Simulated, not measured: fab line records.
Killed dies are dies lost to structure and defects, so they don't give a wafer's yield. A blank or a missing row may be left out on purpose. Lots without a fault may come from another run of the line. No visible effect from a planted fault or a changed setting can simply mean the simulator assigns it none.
Which tool did it? / flow sfq-line / Sampling: 14 lots, 42 wafers, 6 of 325 route steps

== WHAT THE GAUGES READ, wafer by wafer ==
SFQ_JJ_RS_MEAS_929: measures by four-point-probe. Usual: JJ_NB_RS 1.057 ohm/sq, standard deviation 0.017.
lot=L731; measured=day 50 03:08; on=film-metro-04; JJ_NB_RS (ohm/sq)=1.073 1.077 1.074; flag=
lot=L732; measured=day 50 16:19; on=film-metro-02; JJ_NB_RS (ohm/sq)=1.054 1.052 1.051; flag=
lot=L733; measured=day 50 17:30; on=film-metro-01; JJ_NB_RS (ohm/sq)=1.047 1.060 1.038; flag=
lot=L734; measured=day 51 10:58; on=film-metro-01; JJ_NB_RS (ohm/sq)=1.057 1.038 1.055; flag=
lot=L738; measured=day 51 19:46; on=film-metro-02; JJ_NB_RS (ohm/sq)=1.066 1.067 1.078; flag=
lot=L739; measured=day 51 21:35; on=film-metro-02; JJ_NB_RS (ohm/sq)=1.039 1.062 1.063; flag=
lot=L742; measured=day 52 00:37; on=film-metro-04; JJ_NB_RS (ohm/sq)=1.078 1.080 1.074; flag=
lot=L743; measured=day 52 02:33; on=film-metro-02; JJ_NB_RS (ohm/sq)=1.048 1.070 1.061; flag=
lot=L744; measured=day 52 08:32; on=film-metro-04; JJ_NB_RS (ohm/sq)=1.024 1.044 1.050; flag=
lot=L745; measured=day 57 03:50; on=film-metro-04; JJ_NB_RS (ohm/sq)=1.044 1.054 1.044; flag=
lot=L747; measured=day 58 22:26; on=film-metro-01; JJ_NB_RS (ohm/sq)=1.028 1.039 1.336; flag=OFF
lot=L748; measured=day 59 06:43; on=film-metro-02; JJ_NB_RS (ohm/sq)=1.049 1.055 1.039; flag=
lot=L749; measured=day 59 09:49; on=film-metro-04; JJ_NB_RS (ohm/sq)=1.047 1.054 1.322; flag=OFF
lot=L753; measured=day 60 04:58; on=film-metro-02; JJ_NB_RS (ohm/sq)=1.054 1.062 1.061; flag=

SFQ_M7_OVL_MEAS_945. Usual: M7_OVL 0 nm, standard deviation 5.2.
lot=L731; measured=day 74 10:06; on=overlay-01; M7_OVL (nm)=-6 -8 -4; flag=
lot=L732; measured=day 75 02:05; on=overlay-01; M7_OVL (nm)=1 -6 -3; flag=
lot=L733; measured=day 75 06:52; on=overlay-01; M7_OVL (nm)=0 -8 -2; flag=
lot=L734; measured=day 75 09:16; on=overlay-01; M7_OVL (nm)=0 0 2; flag=
lot=L738; measured=day 76 00:52; on=overlay-02; M7_OVL (nm)=-1 2 -2; flag=
lot=L739; measured=day 76 03:16; on=overlay-02; M7_OVL (nm)=0 -9 -2; flag=
lot=L742; measured=day 77 05:02; on=overlay-01; M7_OVL (nm)=4 3 3; flag=
lot=L743; measured=day 77 08:37; on=overlay-01; M7_OVL (nm)=-7 1 -3; flag=
lot=L744; measured=day 77 09:49; on=overlay-01; M7_OVL (nm)=-3 -4 7; flag=
lot=L745; measured=day 79 05:07; on=overlay-01; M7_OVL (nm)=8 16 10; flag=
lot=L747; measured=day 80 07:29; on=overlay-02; M7_OVL (nm)=-3 -5 3; flag=
lot=L748; measured=day 80 08:47; on=overlay-02; M7_OVL (nm)=8 0 7; flag=
lot=L749; measured=day 80 16:11; on=overlay-01; M7_OVL (nm)=3 0 1; flag=
lot=L753; measured=day 83 19:55; on=overlay-02; M7_OVL (nm)=-5 -12 -4; flag=

SFQ_M8_OVL_MEAS_948. Usual: M8_OVL 0 nm, standard deviation 5.8.
lot=L731; measured=day 75 05:40; on=overlay-01; M8_OVL (nm)=3 7 1; flag=
lot=L732; measured=day 75 23:40; on=overlay-02; M8_OVL (nm)=11 12 10; flag=
lot=L733; measured=day 76 13:52; on=overlay-01; M8_OVL (nm)=1 -6 -2; flag=
lot=L734; measured=day 76 17:28; on=overlay-01; M8_OVL (nm)=3 6 4; flag=
lot=L738; measured=day 77 19:11; on=overlay-02; M8_OVL (nm)=-7 -11 -9; flag=
lot=L739; measured=day 77 20:23; on=overlay-02; M8_OVL (nm)=-13 -7 -5; flag=
lot=L742; measured=day 83 01:11; on=overlay-02; M8_OVL (nm)=4 0 2; flag=
lot=L743; measured=day 83 12:42; on=overlay-02; M8_OVL (nm)=1 5 -4; flag=
lot=L744; measured=day 83 13:54; on=overlay-02; M8_OVL (nm)=-9 6 -1; flag=
lot=L745; measured=day 85 19:36; on=overlay-01; M8_OVL (nm)=-4 -6 -12; flag=
lot=L747; measured=day 87 13:58; on=overlay-02; M8_OVL (nm)=-8 6 -3; flag=
lot=L748; measured=day 87 17:33; on=overlay-01; M8_OVL (nm)=2 6 3; flag=
lot=L749; measured=day 88 11:00; on=overlay-01; M8_OVL (nm)=-2 1 -5; flag=
lot=L753; measured=day 90 20:36; on=overlay-01; M8_OVL (nm)=8 8 10; flag=

== WHAT TOOL EACH LOT RAN ON (gives the tool, then ch and the chambers of the sampled wafers, and finally the start) ==
lot=L731; SFQ_TRILAYER_JJ_TRILAYER_DEP_SPUTTER_112=pvd-sputter-03, day 50 03:02; SFQ_TRILAYER_JJ_CE_ETCH_RIE_118=rie-metal-03 ch 0,1, day 50 10:44; SFQ_TRILAYER_I6_VIA_STRIP_STRIP_173=rie-metal-02 ch 0,1, day 70 03:13
lot=L732; SFQ_TRILAYER_JJ_TRILAYER_DEP_SPUTTER_112=pvd-sputter-06, day 50 16:12; SFQ_TRILAYER_JJ_CE_ETCH_RIE_118=rie-metal-03 ch 1, day 52 03:03; SFQ_TRILAYER_I6_VIA_STRIP_STRIP_173=rie-metal-04 ch 0,1, day 74 18:53
lot=L733; SFQ_TRILAYER_JJ_TRILAYER_DEP_SPUTTER_112=pvd-sputter-04, day 50 17:25; SFQ_TRILAYER_JJ_CE_ETCH_RIE_118=rie-metal-02 ch 0,1, day 52 04:05; SFQ_TRILAYER_I6_VIA_STRIP_STRIP_173=rie-metal-04 ch 0,1, day 74 23:29
lot=L734; SFQ_TRILAYER_JJ_TRILAYER_DEP_SPUTTER_112=pvd-sputter-04, day 51 10:53; SFQ_TRILAYER_JJ_CE_ETCH_RIE_118=rie-metal-01 ch 0,1, day 52 05:17; SFQ_TRILAYER_I6_VIA_STRIP_STRIP_173=rie-metal-04 ch 0,1, day 75 01:53
lot=L738; SFQ_TRILAYER_JJ_TRILAYER_DEP_SPUTTER_112=pvd-sputter-03, day 51 19:41; SFQ_TRILAYER_JJ_CE_ETCH_RIE_118=rie-metal-01 ch 0,1, day 52 11:17; SFQ_TRILAYER_I6_VIA_STRIP_STRIP_173=rie-metal-04 ch 0,1, day 75 13:53
lot=L739; SFQ_TRILAYER_JJ_TRILAYER_DEP_SPUTTER_112=pvd-sputter-04, day 51 21:29; SFQ_TRILAYER_JJ_CE_ETCH_RIE_118=rie-metal-01 ch 0, day 52 12:29; SFQ_TRILAYER_I6_VIA_STRIP_STRIP_173=rie-metal-03 ch 1, day 75 15:27
lot=L742; SFQ_TRILAYER_JJ_TRILAYER_DEP_SPUTTER_112=pvd-sputter-03, day 52 00:29; SFQ_TRILAYER_JJ_CE_ETCH_RIE_118=rie-metal-03 ch 0,1, day 52 17:19; SFQ_TRILAYER_I6_VIA_STRIP_STRIP_173=rie-metal-02 ch 0,1, day 76 08:15
lot=L743; SFQ_TRILAYER_JJ_TRILAYER_DEP_SPUTTER_112=pvd-sputter-04, day 52 02:28; SFQ_TRILAYER_JJ_CE_ETCH_RIE_118=rie-metal-02 ch 0,1, day 52 18:29; SFQ_TRILAYER_I6_VIA_STRIP_STRIP_173=rie-metal-02 ch 0,1, day 76 11:39
lot=L744; SFQ_TRILAYER_JJ_TRILAYER_DEP_SPUTTER_112=pvd-sputter-06, day 52 08:26; SFQ_TRILAYER_JJ_CE_ETCH_RIE_118=rie-metal-01 ch 0,1, day 52 20:53; SFQ_TRILAYER_I6_VIA_STRIP_STRIP_173=rie-metal-03 ch 0,1, day 76 12:51
lot=L745; SFQ_TRILAYER_JJ_TRILAYER_DEP_SPUTTER_112=pvd-sputter-04, day 57 03:44; SFQ_TRILAYER_JJ_CE_ETCH_RIE_118=rie-metal-01 ch 1, day 58 04:54; SFQ_TRILAYER_I6_VIA_STRIP_STRIP_173=rie-metal-02 ch 0,1, day 76 22:00
lot=L747; SFQ_TRILAYER_JJ_TRILAYER_DEP_SPUTTER_112=pvd-sputter-04, day 58 22:17; SFQ_TRILAYER_JJ_CE_ETCH_RIE_118=rie-metal-02 ch 0,1, day 59 02:49; SFQ_TRILAYER_I6_VIA_STRIP_STRIP_173=rie-metal-03 ch 0,1, day 80 03:15
lot=L748; SFQ_TRILAYER_JJ_TRILAYER_DEP_SPUTTER_112=pvd-sputter-06, day 59 06:37; SFQ_TRILAYER_JJ_CE_ETCH_RIE_118=rie-metal-01 ch 0,1, day 59 10:27; SFQ_TRILAYER_I6_VIA_STRIP_STRIP_173=rie-metal-02 ch 0,1, day 80 05:27
lot=L749; SFQ_TRILAYER_JJ_TRILAYER_DEP_SPUTTER_112=pvd-sputter-04, day 59 09:44; SFQ_TRILAYER_JJ_CE_ETCH_RIE_118=rie-metal-02 ch 0,1, day 59 13:35; SFQ_TRILAYER_I6_VIA_STRIP_STRIP_173=rie-metal-03 ch 0, day 80 07:51
lot=L753; SFQ_TRILAYER_JJ_TRILAYER_DEP_SPUTTER_112=pvd-sputter-03, day 60 04:52; SFQ_TRILAYER_JJ_CE_ETCH_RIE_118=rie-metal-02 ch 0,1, day 60 10:16; SFQ_TRILAYER_I6_VIA_STRIP_STRIP_173=rie-metal-04 ch 0,1, day 81 01:23
- SFQ_TRILAYER_JJ_TRILAYER_DEP_SPUTTER_112: material Nb, target thk 170 nm, time 113.3 s.
- SFQ_TRILAYER_JJ_CE_ETCH_RIE_118: chemistry SF6, target Nb, stops on Al2O3, time 97.7 s, target depth 170 nm.
- SFQ_TRILAYER_I6_VIA_STRIP_STRIP_173: strips in O2.

== AS READ BY THE TOOLS THEMSELVES (means over the sampled wafers that have a number; for cases with no such wafer, the mark the record gives instead) ==
SFQ_TRILAYER_JJ_TRILAYER_DEP_SPUTTER_112. Usual: throttle-valve-pct at 30.2 %, with a standard deviation of 1.3.
lot=L731; tool=pvd-sputter-03; throttle-valve-pct (%)=29.8; flag=
lot=L732; tool=pvd-sputter-06; throttle-valve-pct (%)=30.4; flag=
lot=L733; tool=pvd-sputter-04; throttle-valve-pct (%)=30.2; flag=
lot=L734; tool=pvd-sputter-04; throttle-valve-pct (%)=31.1; flag=
lot=L738; tool=pvd-sputter-03; throttle-valve-pct (%)=29.8; flag=
lot=L739; tool=pvd-sputter-04; throttle-valve-pct (%)=29.9; flag=
lot=L742; tool=pvd-sputter-03; throttle-valve-pct (%)=29.5; flag=
lot=L743; tool=pvd-sputter-04; throttle-valve-pct (%)=31.2; flag=
lot=L744; tool=pvd-sputter-06; throttle-valve-pct (%)=31.1; flag=
lot=L745; tool=pvd-sputter-04; throttle-valve-pct (%)=30.3; flag=
lot=L747; tool=pvd-sputter-04; throttle-valve-pct (%)=31.3; flag=
lot=L748; tool=pvd-sputter-06; throttle-valve-pct (%)=30.9; flag=
lot=L749; tool=pvd-sputter-04; throttle-valve-pct (%)=30.2; flag=
lot=L753; tool=pvd-sputter-03; throttle-valve-pct (%)=29.1; flag=

SFQ_TRILAYER_JJ_CE_ETCH_RIE_118. Usual: drypump-motor-current-A 5.6 A, standard deviation 0.63; oes-product-au 0.985 a.u., standard deviation 0.008.
lot=L731; tool=rie-metal-03; drypump-motor-current-A (A)=5.2; oes-product-au (a.u.)=0.981; flag=
lot=L732; tool=rie-metal-03; drypump-motor-current-A (A)=5.2; oes-product-au (a.u.)=0.981; flag=
lot=L733; tool=rie-metal-02; drypump-motor-current-A (A)=5.5; oes-product-au (a.u.)=0.989; flag=
lot=L734; tool=rie-metal-01; drypump-motor-current-A (A)=5.6; oes-product-au (a.u.)=0.994; flag=
lot=L738; tool=rie-metal-01; drypump-motor-current-A (A)=5.6; oes-product-au (a.u.)=0.976; flag=
lot=L739; tool=rie-metal-01; drypump-motor-current-A (A)=5.1; oes-product-au (a.u.)=0.989; flag=
lot=L742; tool=rie-metal-03; drypump-motor-current-A (A)=5.1; oes-product-au (a.u.)=0.972; flag=
lot=L743; tool=rie-metal-02; drypump-motor-current-A (A)=5.2; oes-product-au (a.u.)=0.983; flag=
lot=L744; tool=rie-metal-01; drypump-motor-current-A (A)=6.1; oes-product-au (a.u.)=0.999; flag=
lot=L745; tool=rie-metal-01; drypump-motor-current-A (A)=6.6; oes-product-au (a.u.)=0.984; flag=
lot=L747; tool=rie-metal-02; drypump-motor-current-A (A)=5.2; oes-product-au (a.u.)=0.950; flag=OFF
lot=L748; tool=rie-metal-01; drypump-motor-current-A (A)=6.1; oes-product-au (a.u.)=0.988; flag=
lot=L749; tool=rie-metal-02; drypump-motor-current-A (A)=5.5; oes-product-au (a.u.)=0.947; flag=OFF
lot=L753; tool=rie-metal-02; drypump-motor-current-A (A)=5.5; oes-product-au (a.u.)=0.981; flag=

SFQ_TRILAYER_I6_VIA_STRIP_STRIP_173. Usual: drypump-motor-current-A 5.4 A, standard deviation 0.33; oes-product-au 1.001 a.u., standard deviation 0.011.
lot=L731; tool=rie-metal-02; drypump-motor-current-A (A)=5.2; oes-product-au (a.u.)=0.990; flag=
lot=L732; tool=rie-metal-04; drypump-motor-current-A (A)=5.8; oes-product-au (a.u.)=1.006; flag=
lot=L733; tool=rie-metal-04; drypump-motor-current-A (A)=5.8; oes-product-au (a.u.)=1.015; flag=
lot=L734; tool=rie-metal-04; drypump-motor-current-A (A)=5.8; oes-product-au (a.u.)=1.013; flag=
lot=L738; tool=rie-metal-04; drypump-motor-current-A (A)=5.8; oes-product-au (a.u.)=1.017; flag=
lot=L739; tool=rie-metal-03; drypump-motor-current-A (A)=5.2; oes-product-au (a.u.)=0.997; flag=
lot=L742; tool=rie-metal-02; drypump-motor-current-A (A)=5.5; oes-product-au (a.u.)=0.997; flag=
lot=L743; tool=rie-metal-02; drypump-motor-current-A (A)=5.2; oes-product-au (a.u.)=0.994; flag=
lot=L744; tool=rie-metal-03; drypump-motor-current-A (A)=5.2; oes-product-au (a.u.)=0.997; flag=
lot=L745; tool=rie-metal-02; drypump-motor-current-A (A)=5.2; oes-product-au (a.u.)=0.987; flag=
lot=L747; tool=rie-metal-03; drypump-motor-current-A (A)=5.2; oes-product-au (a.u.)=1.000; flag=
lot=L748; tool=rie-metal-02; drypump-motor-current-A (A)=5.2; oes-product-au (a.u.)=0.993; flag=
lot=L749; tool=rie-metal-03; drypump-motor-current-A (A)=5.1; oes-product-au (a.u.)=1.007; flag=
lot=L753; tool=rie-metal-04; drypump-motor-current-A (A)=5.8; oes-product-au (a.u.)=1.010; flag=

== THE ANSWER, worked out from the rows above alone ==
Rule: a lot counts as off when the mean over its wafers that have a number is more than 3 standard deviations away from the usual mean. Also off: a lot with no number at a reading for which 4 or more lots have one. Where the step has rows for the other lots, those lots are counted as sound. The gauges are gone through in route order, then the tools' own readings, and for those a lot's mean is taken as printed above. At the first step where some lot is off, the reading lying furthest off is the one used; lots without a number count as furthest.
Off: at SFQ_JJ_RS_MEAS_929 (JJ_NB_RS), L747, L749.
If a tool, at a process step before that reading, ran all the lots that are off and no sound lot after the first of them, it fits. Not tried: the gauges at SFQ_JJ_RS_MEAS_929; whatever is off there is also off at SFQ_TRILAYER_JJ_CE_ETCH_RIE_118, on other tools, and gauge error can't account for it. One candidate fits, namely pvd-sputter-04 at SFQ_TRILAYER_JJ_TRILAYER_DEP_SPUTTER_112. A fault onset in the window from L745 (day 57 03:44, its last sound lot) to L747 (day 58 22:17, its first lot off) fits.

== WHAT THE SIMULATOR HAD INSERTED ==
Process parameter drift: pvd-sputter-04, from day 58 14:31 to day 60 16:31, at SFQ_TRILAYER_JJ_TRILAYER_DEP_SPUTTER_112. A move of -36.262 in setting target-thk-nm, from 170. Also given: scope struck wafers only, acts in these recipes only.
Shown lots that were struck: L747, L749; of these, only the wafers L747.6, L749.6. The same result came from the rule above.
